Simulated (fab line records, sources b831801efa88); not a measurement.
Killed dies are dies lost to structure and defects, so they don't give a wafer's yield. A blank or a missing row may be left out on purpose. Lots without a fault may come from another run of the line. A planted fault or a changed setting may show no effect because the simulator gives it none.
fab line records | flow sky130
record lots=14 wafers=42 last_day=50
route steps=708 shown GATE_OXIDE@201 POLY_GATE@228 LDD_N@249 LDD_P@262 PAD_OPEN@708
lots that met no fault: from a run of the same line without faults
start_h: hours from the record's first day to the start of the lot's first wafer shown | wait_h: hours since the lot's step before | " the same as in the row above | L1.1+2: a row that stands for several wafers | - no value, or no start given | * or withheld: withheld | < > ~ a bound
route shown NAME@n: a module of which the file shows steps, and the number in the route of the first | usual: mean/standard deviation of fault-free wafers | same: alike in all rows | chamber/n: place in a boat | sites: the reading at each site | _std_site: their standard deviation | _edge_site: outer sites' mean less inner sites' | radius_mm: how far each site lies from the wafer's centre | mask NAME#n: copy n | behind: the tool/chamber that last shaped the wafer | hold: why the lot was held/for how many hours/how that ended | device: the transistor (n, p or np) that didn't switch | end of line: the same wafers' tests at the end of the route | a step without rows: its recipe alone | killed: dies lost to structure and defects at the first sort, not the wafer's yield | map: a wafer's dies, x killed, . not, _ none there
set.NAME: the setting as run; set.NAME@STEP: as run at that earlier step | model.NAME: the simulator's own value behind a step, which no gauge read
steps of the route over a sample of lots; a table a step, a row a wafer
services: from which hour (start_h, from the record's first day; less than 0 if before it) a tool's chamber was out of use, for how many hours, and why
## steps
# step SKY_GATE_OXIDE_TW_MEAS_14
# usual GATE_OXIDE_TW=225.1/1.4
# columns lot.wafer tool chamber start_h wait_h GATE_OXIDE_TW
L842.1 film_metro-03 - 314.24 0.1 225.1
L842.3 " - " " 223.8
L842.6 " - " " 225.1
L843.1 film_metro-02 - 322.39 0.1 227.9
L843.4 " - " " 226.5
L843.5 " - " " 227.5
L846.1 film_metro-03 - 345.26 0.1 225.0
L846.3 " - " " 225.2
L846.6 " - " " 224.9
L847.1 film_metro-02 - 366.22 0.1 226.5
L847.3 " - " " 225.6
L847.5 " - " " 226.4
L850.1 film_metro-03 - 381.49 0.1 224.1
L850.3 " - " " 224.2
L850.6 " - " " 224.3
L851.2 film_metro-01 - 389.38 0.1 224.3
L851.3 " - " " 224.6
L851.4 " - " " 223.9
L852.1 film_metro-02 - 393.55 0.1 225.8
L852.5 " - " " 225.4
L852.6 " - " " 225.0
L853.1 film_metro-02 - 402.53 0.1 225.7
L853.2 " - " " 225.9
L853.3 " - " " 226.4
L854.2 film_metro-02 - 420.28 0.1 226.1
L854.3 " - " " 225.9
L854.4 " - " " 227.1
L856.4 film_metro-01 - 424.68 0.1 224.1
L856.5 " - " " 224.2
L856.6 " - " " 222.4
L858.1 film_metro-01 - 448.97 0.1 223.4
L858.4 " - " " 224.1
L858.6 " - " " 223.0
L863.2 film_metro-03 - 481.43 0.1 225.0
L863.3 " - " " 225.0
L863.6 " - " " 225.1
L864.2 film_metro-02 - 498.21 0.1 227.4
L864.4 " - " " 226.7
L864.6 " - " " 228.1
L865.4 film_metro-01 - 502.95 0.1 222.5
L865.5 " - " " 223.7
L865.6 " - " " 223.8
# step SKY_POLY_GATE_OVL_MEAS_14
# usual POLY_GATE_OVL=-3/5.9
# columns lot.wafer tool chamber start_h wait_h POLY_GATE_OVL[nm]
L842.1 overlay-02 - 372.49 0.1 -6
L842.3 " - " " -7
L842.6 " - " " -10
L843.1 overlay-01 - 385.49 0.1 1
L843.4 " - " " -2
L843.5 " - " " 5
L846.1 overlay-02 - 408.76 0.1 -2
L846.3 " - " " -1
L846.6 " - " " 4
L847.1 overlay-02 - 431.39 0.1 -11
L847.3 " - " " -6
L847.5 " - " " -7
L850.1 overlay-01 - 446.57 0.1 -2
L850.3 " - " " 7
L850.6 " - " " 2
L851.2 overlay-02 - 457.08 0.1 -9
L851.3 " - " " -4
L851.4 " - " " -7
L852.1 overlay-02 - 461.30 0.1 -7
L852.5 " - " " -4
L852.6 " - " " -6
L853.1 overlay-01 - 470.17 0.1 9
L853.2 " - " " 3
L853.3 " - " " -2
L854.2 overlay-02 - 488.86 0.1 -1
L854.3 " - " " 3
L854.4 " - " " 3
L856.4 overlay-02 - 490.90 0.1 -2
L856.5 " - " " -8
L856.6 " - " " -3
L858.1 overlay-01 - 514.97 0.1 -1
L858.4 " - " " 5
L858.6 " - " " -3
L863.2 overlay-02 - 546.63 0.1 0
L863.3 " - " " -1
L863.6 " - " " -5
L864.2 overlay-01 - 566.09 0.1 0
L864.4 " - " " 4
L864.6 " - " " 6
L865.4 overlay-02 - 572.64 0.1 -12
L865.5 " - " " -13
L865.6 " - " " -12
# step SKY_LDD_N_IMPLANT_12
# recipe species=BF2 energy_kev=50 dose_cm2=5e+12 tilt_deg=30 rotation_deg=0
# usual rotation_deg=0.006/0.02
# same implant_ion_amu=49
# columns lot.wafer tool chamber start_h wait_h rotation_deg
L842.1 implanter-02 0 405.19 0.1 -0.001
L842.3 " 0 " " -0.010
L842.6 " 0 " " -0.033
L843.1 implanter-04 0 417.86 0.1 -0.022
L843.4 " 0 " " -0.008
L843.5 " 0 " " 0.004
L846.1 implanter-04 0 441.29 0.1 -0.017
L846.3 " 0 " " 0.026
L846.6 " 0 " " 0.003
L847.1 implanter-02 0 465.15 0.1 0.021
L847.3 " 0 " " -0.001
L847.5 " 0 " " -0.019
L850.1 implanter-03 0 478.84 0.1 0.021
L850.3 " 0 " " 0.006
L850.6 " 0 " " 0.022
L851.2 implanter-02 0 490.21 0.1 0.019
L851.3 " 0 " " 0.026
L851.4 " 0 " " 0.034
L852.1 implanter-02 0 496.71 0.1 -0.013
L852.5 " 0 " " -0.009
L852.6 " 0 " " -0.016
L853.1 implanter-02 0 504.69 0.1 0.021
L853.2 " 0 " " 0.026
L853.3 " 0 " " 0.034
L854.2 implanter-03 0 521.93 0.1 0.028
L854.3 " 0 " " 0.009
L854.4 " 0 " " 0.029
L856.4 implanter-02 0 523.88 0.1 82.316
L856.5 " 0 " " 82.315
L856.6 " 0 " " 82.306
L858.1 implanter-02 0 547.96 0.1 82.311
L858.4 " 0 " " 82.314
L858.6 " 0 " " 82.330
L863.2 implanter-04 0 579.95 0.1 0.015
L863.3 " 0 " " 0.000
L863.6 " 0 " " -0.010
L864.2 implanter-04 0 598.82 0.1 0.031
L864.4 " 0 " " 0.030
L864.6 " 0 " " 0.044
L865.4 implanter-03 0 605.27 0.1 -0.010
L865.5 " 0 " " -0.010
L865.6 " 0 " " 0.020
# step SKY_LDD_P_CD_MEAS_07
# recipe target_cd_nm=380
# usual cd_nm=378.5/2.3
# columns lot.wafer tool chamber start_h wait_h cd_nm
L842.1 cd_sem-02 - 436.35 0.1 377.7
L842.3 " - " " 380.4
L842.6 " - " " 377.5
L843.1 cd_sem-02 - 448.41 0.1 377.7
L843.4 " - " " 378.0
L843.5 " - " " 377.8
L846.1 cd_sem-01 - 472.36 0.1 380.6
L846.3 " - " " 382.9
L846.6 " - " " 380.6
L847.1 cd_sem-01 - 496.11 0.1 379.4
L847.3 " - " " 379.9
L847.5 " - " " 377.8
L850.1 cd_sem-01 - 510.45 0.1 379.5
L850.3 " - " " 378.2
L850.6 " - " " 378.9
L851.2 cd_sem-02 - 521.40 0.1 376.2
L851.3 " - " " 375.4
L851.4 " - " " 376.4
L852.1 cd_sem-01 - 527.71 0.1 375.7
L852.5 " - " " 376.1
L852.6 " - " " 378.7
L853.1 cd_sem-02 - 535.85 0.1 378.5
L853.2 " - " " 377.8
L853.3 " - " " 381.4
L854.2 cd_sem-02 - 552.88 0.1 381.2
L854.3 " - " " 381.2
L854.4 " - " " 379.7
L856.4 cd_sem-01 - 554.11 0.1 377.8
L856.5 " - " " 378.5
L856.6 " - " " 377.7
L858.1 cd_sem-02 - 578.53 0.1 376.2
L858.4 " - " " 375.4
L858.6 " - " " 381.1
L863.2 cd_sem-02 - 610.57 0.1 375.5
L863.3 " - " " 371.6
L863.6 " - " " 375.0
L864.2 cd_sem-02 - 628.27 0.1 381.3
L864.4 " - " " 380.6
L864.6 " - " " 381.9
L865.4 cd_sem-02 - 634.42 0.1 382.8
L865.5 " - " " 383.8
L865.6 " - " " 383.0
# step SKY_PAD_OPEN_PROBE_99
# usual killed_at_M0_to_M3=44/6.8 killed_at_M4_up=2.9/1.7 killed_at_contacts=24/5.2 killed_at_front_end=15/4 killed_at_other=0.2/0.44 killed_dies=86/9.9 killed_open=47/7.9 killed_short=39/6.3
# same gross_dies=492 killed_at_back_side=0
# columns lot.wafer tool chamber start_h wait_h killed_at_M0_to_M3 killed_at_M4_up killed_at_contacts killed_at_front_end killed_at_other killed_dies killed_open killed_short
L842.1 prober-01 - 1082.48 0.1 48 3 20 18 0 89 52 37
L842.3 prober-01 - 1082.58 0.2 54 2 23 23 0 102 50 51
L842.6 prober-01 - 1082.73 0.2 47 3 21 9 0 80 46 34
L843.1 prober-02 - 1092.27 0.1 36 2 19 19 1 77 39 36
L843.4 prober-02 - 1092.42 0.2 38 4 20 18 0 80 41 39
L843.5 prober-02 - 1092.47 0.2 32 3 30 18 0 83 33 45
L846.1 prober-01 - 1107.02 0.1 39 3 24 18 0 84 47 37
L846.3 prober-01 - 1107.12 0.2 44 3 22 12 0 81 44 37
L846.6 prober-01 - 1107.27 0.2 35 4 23 16 0 78 44 34
L847.1 prober-02 - 1118.78 0.1 47 2 29 18 1 97 53 44
L847.3 prober-02 - 1118.88 0.2 41 3 29 22 0 95 57 37
L847.5 prober-02 - 1118.98 0.2 35 3 30 15 0 83 41 42
L850.1 prober-01 - 1127.55 0.1 39 3 20 12 0 74 39 35
L850.3 prober-01 - 1127.65 0.2 52 0 24 13 1 90 43 47
L850.6 prober-01 - 1127.80 0.2 44 6 24 9 0 83 40 43
L851.2 prober-02 - 1138.84 0.1 41 0 25 9 0 75 54 21
L851.3 prober-02 - 1138.89 0.2 44 3 25 12 1 85 60 25
L851.4 prober-02 - 1138.94 0.2 59 2 34 13 0 108 67 41
L852.1 prober-01 - 1140.69 0.1 46 5 25 25 0 101 55 46
L852.5 prober-01 - 1140.89 0.2 51 1 25 22 0 99 63 36
L852.6 prober-01 - 1140.94 0.2 57 2 30 16 0 105 56 49
L853.1 prober-02 - 1143.84 0.1 46 4 34 10 0 94 45 48
L853.2 prober-02 - 1143.89 0.1 53 2 31 17 0 103 55 48
L853.3 prober-02 - 1143.94 0.2 48 1 24 16 0 89 41 47
L854.2 prober-02 - 1158.74 0.1 46 2 24 21 0 93 47 46
L854.3 prober-02 - 1158.79 0.2 53 0 28 15 0 96 59 37
L854.4 prober-02 - 1158.84 0.2 46 5 17 20 0 88 50 38
L856.4 prober-01 - 1159.91 0.2 39 3 15 13 0 70 40 29
L856.5 prober-01 - 1159.96 0.2 40 1 31 8 0 80 51 29
L856.6 prober-01 - 1160.01 0.2 44 1 25 20 0 90 60 30
L858.1 prober-01 - 1173.53 0.1 47 2 30 8 0 87 45 42
L858.4 prober-01 - 1173.68 0.2 44 2 18 14 1 79 45 33
L858.6 prober-01 - 1173.78 0.2 41 3 23 9 1 77 36 41
L863.2 prober-02 - 1192.89 0.1 46 3 20 21 0 90 51 39
L863.3 prober-02 - 1192.94 0.2 58 3 24 14 0 99 60 39
L863.6 prober-02 - 1193.09 0.2 51 6 21 12 0 90 49 41
L864.2 prober-01 - 1198.29 0.1 47 2 25 21 1 96 50 46
L864.4 prober-01 - 1198.39 0.2 49 5 28 19 1 102 60 42
L864.6 prober-01 - 1198.49 0.2 47 1 34 9 0 91 49 42
L865.4 prober-02 - 1202.84 0.2 36 3 18 23 0 80 42 38
L865.5 prober-02 - 1202.89 0.2 55 4 30 18 0 107 59 48
L865.6 prober-02 - 1202.94 0.2 47 5 46 18 1 117 62 55
# killed by level:class
L842.1 VIA3:geometric_particle:open=11 CONTACT:geometric_particle:open=9 VIA1:geometric_particle:short=8 VIA1:geometric_particle:open=8 METAL1:geometric_particle:short=5 FIELD_ISO:geometric_particle:open=4 FIELD_ISO:geometric_particle:short=4 METAL2:geometric_particle:open=4
L842.3 VIA1:geometric_particle:open=11 METAL1:geometric_particle:short=11 METAL2:geometric_particle:short=8 FIELD_ISO:geometric_particle:open=7 LI_CONTACT:geometric_particle:open=6 LOCAL_INTERCONNECT:geometric_particle:short=6 CONTACT:geometric_particle:open=6 VIA2:geometric_particle:open=6
L842.6 VIA1:geometric_particle:open=14 VIA3:geometric_particle:open=10 CONTACT:geometric_particle:open=8 LI_CONTACT:geometric_particle:open=7 METAL2:geometric_particle:short=4 METAL1:geometric_particle:short=4 VIA1:geometric_particle:short=4 LOCAL_INTERCONNECT:geometric_particle:short=3
L843.1 VIA2:geometric_particle:open=7 FIELD_ISO:geometric_particle:short=6 CONTACT:geometric_particle:open=6 VIA1:geometric_particle:open=6 METAL1:geometric_particle:short=5 LI_CONTACT:geometric_particle:open=5 VIA3:geometric_particle:open=5 FIELD_ISO:geometric_particle:open=4
L843.4 VIA1:geometric_particle:open=10 CONTACT:geometric_particle:open=8 FIELD_ISO:geometric_particle:short=7 CONTACT:geometric_particle:short=5 FIELD_ISO:geometric_particle:open=4 METAL1:geometric_particle:short=4 VIA1:geometric_particle:short=4 METAL2:geometric_particle:short=4
L843.5 CONTACT:geometric_particle:open=8 FIELD_ISO:geometric_particle:short=7 LI_CONTACT:geometric_particle:open=7 METAL2:geometric_particle:short=7 FIELD_ISO:geometric_particle:open=6 CONTACT:geometric_particle:short=6 METAL3:geometric_particle:short=6 LOCAL_INTERCONNECT:geometric_particle:short=5
L846.1 VIA1:geometric_particle:open=11 CONTACT:geometric_particle:open=7 LI_CONTACT:geometric_particle:open=7 VIA2:geometric_particle:open=6 FIELD_ISO:geometric_particle:open=5 POLY_GATE:geometric_particle:short=5 VIA2:geometric_particle:short=5 FIELD_ISO:geometric_particle:short=3
L846.3 VIA1:geometric_particle:open=12 LI_CONTACT:geometric_particle:open=7 CONTACT:geometric_particle:open=7 METAL1:geometric_particle:short=7 VIA1:geometric_particle:short=6 VIA3:geometric_particle:open=6 VIA3:geometric_particle:short=4 METAL2:geometric_particle:short=4
L846.6 VIA3:geometric_particle:open=10 CONTACT:geometric_particle:open=9 VIA1:geometric_particle:open=8 FIELD_ISO:geometric_particle:open=4 FIELD_ISO:geometric_particle:short=4 CONTACT:geometric_particle:short=4 LOCAL_INTERCONNECT:geometric_particle:open=4 METAL4:geometric_particle:short=4
L847.1 LI_CONTACT:geometric_particle:open=11 CONTACT:geometric_particle:open=9 VIA2:geometric_particle:open=9 METAL1:geometric_particle:short=8 VIA1:geometric_particle:short=7 VIA1:geometric_particle:open=7 VIA3:geometric_particle:open=7 POLY_GATE:geometric_particle:short=6
L847.3 CONTACT:geometric_particle:open=12 VIA2:geometric_particle:open=11 VIA1:geometric_particle:open=9 FIELD_ISO:geometric_particle:open=6 LI_CONTACT:geometric_particle:open=6 METAL2:geometric_particle:short=5 CONTACT:geometric_particle:short=5 FIELD_ISO:geometric_particle:short=4
L847.5 LI_CONTACT:geometric_particle:open=10 LOCAL_INTERCONNECT:geometric_particle:short=8 CONTACT:geometric_particle:open=7 METAL2:geometric_particle:short=7 VIA2:geometric_particle:open=6 METAL3:geometric_particle:short=5 VIA1:geometric_particle:open=4 FIELD_ISO:geometric_particle:short=3
L850.1 CONTACT:geometric_particle:open=10 VIA1:geometric_particle:open=10 CONTACT:geometric_particle:short=5 METAL1:geometric_particle:short=5 VIA2:geometric_particle:open=5 VIA1:geometric_particle:short=4 METAL2:geometric_particle:short=4 POLY_GATE:geometric_particle:short=3
L850.3 VIA1:geometric_particle:open=11 CONTACT:geometric_particle:open=9 METAL2:geometric_particle:short=8 LOCAL_INTERCONNECT:geometric_particle:short=7 VIA1:geometric_particle:short=7 VIA2:geometric_particle:open=7 METAL1:geometric_particle:short=6 VIA3:geometric_particle:open=6
L850.6 VIA1:geometric_particle:open=13 CONTACT:geometric_particle:open=8 CONTACT:geometric_particle:short=7 METAL1:geometric_particle:short=7 VIA3:geometric_particle:open=7 LI_CONTACT:geometric_particle:open=6 METAL4:geometric_particle:short=5 FIELD_ISO:geometric_particle:short=4
L851.2 CONTACT:geometric_particle:open=12 VIA1:geometric_particle:open=10 LI_CONTACT:geometric_particle:open=9 VIA2:geometric_particle:open=7 VIA3:geometric_particle:open=7 METAL1:geometric_particle:short=6 FIELD_ISO:geometric_particle:open=3 LOCAL_INTERCONNECT:geometric_particle:short=3
L851.3 VIA1:geometric_particle:open=17 CONTACT:geometric_particle:open=14 VIA3:geometric_particle:open=6 LI_CONTACT:geometric_particle:open=5 METAL3:geometric_particle:short=5 POLY_GATE:geometric_particle:open=3 SPACER:geometric_particle:short=3 METAL1:geometric_particle:open=3
L851.4 VIA1:geometric_particle:open=14 LI_CONTACT:geometric_particle:open=11 VIA3:geometric_particle:open=10 VIA2:geometric_particle:open=10 CONTACT:geometric_particle:open=8 VIA1:geometric_particle:short=7 METAL2:geometric_particle:short=6 LOCAL_INTERCONNECT:geometric_particle:short=5
L852.1 VIA2:geometric_particle:open=10 VIA3:geometric_particle:open=8 POLY_GATE:geometric_particle:short=7 CONTACT:geometric_particle:short=7 VIA1:geometric_particle:open=7 METAL2:geometric_particle:short=7 FIELD_ISO:geometric_particle:short=6 POLY_GATE:geometric_particle:open=6
L852.5 CONTACT:geometric_particle:open=15 VIA3:geometric_particle:open=12 POLY_GATE:geometric_particle:open=8 VIA1:geometric_particle:open=7 VIA2:geometric_particle:open=7 CONTACT:geometric_particle:short=6 FIELD_ISO:geometric_particle:open=5 POLY_GATE:geometric_particle:short=5
L852.6 CONTACT:geometric_particle:open=10 VIA3:geometric_particle:open=10 VIA1:geometric_particle:open=9 LI_CONTACT:geometric_particle:open=7 METAL2:geometric_particle:short=7 VIA2:geometric_particle:open=7 METAL1:geometric_particle:short=6 LOCAL_INTERCONNECT:geometric_particle:short=6
L853.1 LI_CONTACT:geometric_particle:open=10 CONTACT:geometric_particle:open=10 VIA1:geometric_particle:open=9 LOCAL_INTERCONNECT:geometric_particle:short=6 METAL2:geometric_particle:short=6 VIA3:geometric_particle:short=5 METAL1:geometric_particle:short=5 VIA2:geometric_particle:open=5
L853.2 VIA1:geometric_particle:open=14 VIA3:geometric_particle:open=9 CONTACT:geometric_particle:open=9 LI_CONTACT:geometric_particle:open=7 FIELD_ISO:geometric_particle:open=6 METAL1:geometric_particle:short=6 LOCAL_INTERCONNECT:geometric_particle:short=6 METAL2:geometric_particle:short=6
L853.3 VIA2:geometric_particle:open=11 METAL1:geometric_particle:short=7 CONTACT:geometric_particle:short=7 VIA3:geometric_particle:open=7 METAL2:geometric_particle:short=6 POLY_GATE:geometric_particle:short=5 LI_CONTACT:geometric_particle:short=5 CONTACT:geometric_particle:open=5
L854.2 CONTACT:geometric_particle:open=13 VIA1:geometric_particle:open=7 METAL1:geometric_particle:short=6 VIA3:geometric_particle:short=6 VIA3:geometric_particle:open=6 POLY_GATE:geometric_particle:short=5 METAL3:geometric_particle:short=5 FIELD_ISO:geometric_particle:short=4
L854.3 VIA1:geometric_particle:open=11 CONTACT:geometric_particle:open=9 LI_CONTACT:geometric_particle:open=7 VIA2:geometric_particle:open=6 METAL2:geometric_particle:short=6 METAL1:geometric_particle:short=5 METAL1:geometric_particle:open=5 VIA3:geometric_particle:open=5
L854.4 VIA1:geometric_particle:open=11 METAL2:geometric_particle:short=7 VIA2:geometric_particle:open=7 CONTACT:geometric_particle:open=6 METAL1:geometric_particle:short=6 POLY_GATE:geometric_particle:open=5 FIELD_ISO:geometric_particle:open=4 POLY_GATE:geometric_particle:short=4
L856.4 VIA1:geometric_particle:open=11 CONTACT:geometric_particle:open=8 VIA3:geometric_particle:open=7 VIA3:geometric_particle:short=5 METAL1:geometric_particle:short=4 FIELD_ISO:geometric_particle:short=3 POLY_GATE:geometric_particle:short=3 LI_CONTACT:geometric_particle:open=3
L856.5 LI_CONTACT:geometric_particle:open=12 CONTACT:geometric_particle:open=8 VIA1:geometric_particle:open=8 VIA2:geometric_particle:open=7 METAL2:geometric_particle:short=6 METAL1:geometric_particle:open=5 LOCAL_INTERCONNECT:geometric_particle:short=4 VIA3:geometric_particle:open=4
L856.6 CONTACT:geometric_particle:open=12 VIA1:geometric_particle:open=11 LI_CONTACT:geometric_particle:open=7 VIA2:geometric_particle:open=7 METAL2:geometric_particle:short=7 POLY_GATE:geometric_particle:open=6 FIELD_ISO:geometric_particle:open=4 VIA1:geometric_particle:short=4
L858.1 VIA1:geometric_particle:open=10 CONTACT:geometric_particle:short=9 CONTACT:geometric_particle:open=8 LI_CONTACT:geometric_particle:open=7 VIA1:geometric_particle:short=6 METAL1:geometric_particle:short=6 VIA3:geometric_particle:open=6 METAL3:geometric_particle:short=5
L858.4 VIA1:geometric_particle:open=13 LI_CONTACT:geometric_particle:open=7 VIA1:geometric_particle:short=6 CONTACT:geometric_particle:open=5 METAL1:geometric_particle:short=5 VIA2:geometric_particle:open=5 FIELD_ISO:geometric_particle:open=4 CONTACT:geometric_particle:short=4
L858.6 VIA1:geometric_particle:open=12 CONTACT:geometric_particle:open=10 METAL1:geometric_particle:short=6 VIA1:geometric_particle:short=5 VIA3:geometric_particle:short=5 POLY_GATE:geometric_particle:short=4 LI_CONTACT:geometric_particle:open=4 CONTACT:geometric_particle:short=4
L863.2 VIA1:geometric_particle:open=14 CONTACT:geometric_particle:open=8 VIA2:geometric_particle:open=8 VIA1:geometric_particle:short=6 VIA3:geometric_particle:open=6 METAL1:geometric_particle:short=5 POLY_GATE:geometric_particle:short=5 LI_CONTACT:geometric_particle:open=5
L863.3 VIA1:geometric_particle:open=16 CONTACT:geometric_particle:open=9 VIA3:geometric_particle:open=9 LI_CONTACT:geometric_particle:open=8 VIA2:geometric_particle:open=8 METAL2:geometric_particle:short=7 FIELD_ISO:geometric_particle:short=6 VIA3:geometric_particle:short=5
L863.6 VIA1:geometric_particle:open=14 VIA3:geometric_particle:open=10 FIELD_ISO:geometric_particle:short=7 LI_CONTACT:geometric_particle:open=6 CONTACT:geometric_particle:open=6 METAL2:geometric_particle:short=6 VIA2:geometric_particle:open=5 METAL1:geometric_particle:short=5
L864.2 VIA1:geometric_particle:open=10 FIELD_ISO:geometric_particle:open=8 LI_CONTACT:geometric_particle:open=8 CONTACT:geometric_particle:short=7 CONTACT:geometric_particle:open=6 VIA2:geometric_particle:open=6 METAL1:geometric_particle:short=6 METAL2:geometric_particle:short=6
L864.4 VIA1:geometric_particle:open=13 CONTACT:geometric_particle:open=12 FIELD_ISO:geometric_particle:short=7 VIA2:geometric_particle:open=7 METAL1:geometric_particle:short=7 VIA3:geometric_particle:open=7 LI_CONTACT:geometric_particle:open=6 CONTACT:geometric_particle:short=6
L864.6 LI_CONTACT:geometric_particle:open=10 VIA1:geometric_particle:open=10 LI_CONTACT:geometric_particle:short=8 METAL1:geometric_particle:short=8 VIA2:geometric_particle:open=8 CONTACT:geometric_particle:short=5 CONTACT:geometric_particle:open=5 POLY_GATE:geometric_particle:open=4
L865.4 VIA1:geometric_particle:open=11 FIELD_ISO:geometric_particle:short=8 LI_CONTACT:geometric_particle:open=8 POLY_GATE:geometric_particle:open=6 METAL1:geometric_particle:short=6 CONTACT:geometric_particle:open=5 VIA1:geometric_particle:short=5 POLY_GATE:geometric_particle:short=4
L865.5 VIA1:geometric_particle:open=13 CONTACT:geometric_particle:open=12 VIA2:geometric_particle:open=10 CONTACT:geometric_particle:short=6 METAL2:geometric_particle:short=6 VIA3:geometric_particle:short=6 LI_CONTACT:geometric_particle:open=5 VIA3:geometric_particle:open=5
L865.6 CONTACT:geometric_particle:open=18 VIA1:geometric_particle:open=13 LI_CONTACT:geometric_particle:open=12 METAL1:geometric_particle:short=8 POLY_GATE:geometric_particle:short=7 CONTACT:geometric_particle:short=6 VIA2:geometric_particle:open=6 LOCAL_INTERCONNECT:geometric_particle:short=5
## services
# columns tool chamber start_h hours kind
implanter-04 - 407.37 2.8 repair
implanter-02 - 427.24 3.2 pm
implanter-04 - 427.66 2.7 repair
implanter-04 - 507.27 3.5 repair
implanter-02 - 522.49 0.6 repair
implanter-02 - 528.30 3.2 repair
implanter-04 - 541.09 4.4 pm
implanter-02 - 566.53 3.8 repair
implanter-03 - 588.58 8.1 pm
## key
first_sign step=SKY_LDD_N_IMPLANT_12 reading=rotation_deg direction=up sigmas=99+ usual=0.006 struck=82.315
effect none on later readings
met_at SKY_LDD_N_IMPLANT_12
struck_lots L856,L858
tester_left_out L856,L858
not_acting_at SKY_GATE_OXIDE_TW_MEAS_14,SKY_POLY_GATE_OVL_MEAS_14,SKY_LDD_P_CD_MEAS_07
onset_between 504.69 523.88
fault kind=process_parameter_drift tool=implanter-02 chamber=- onset_h=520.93 steps=SKY_LDD_N_IMPLANT_12 channel=rotation_deg offset=82.298 shape=step end_h=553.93 acts_in=these_recipes_only stated=0
# tester_left_out: of these lots the tester's yield and bins aren't shown, on N5 and GAA mostly nor the transistor test; their killed dies are dies lost to structure and defects alone, not to doping, threshold or leakage, so they don't give the yield
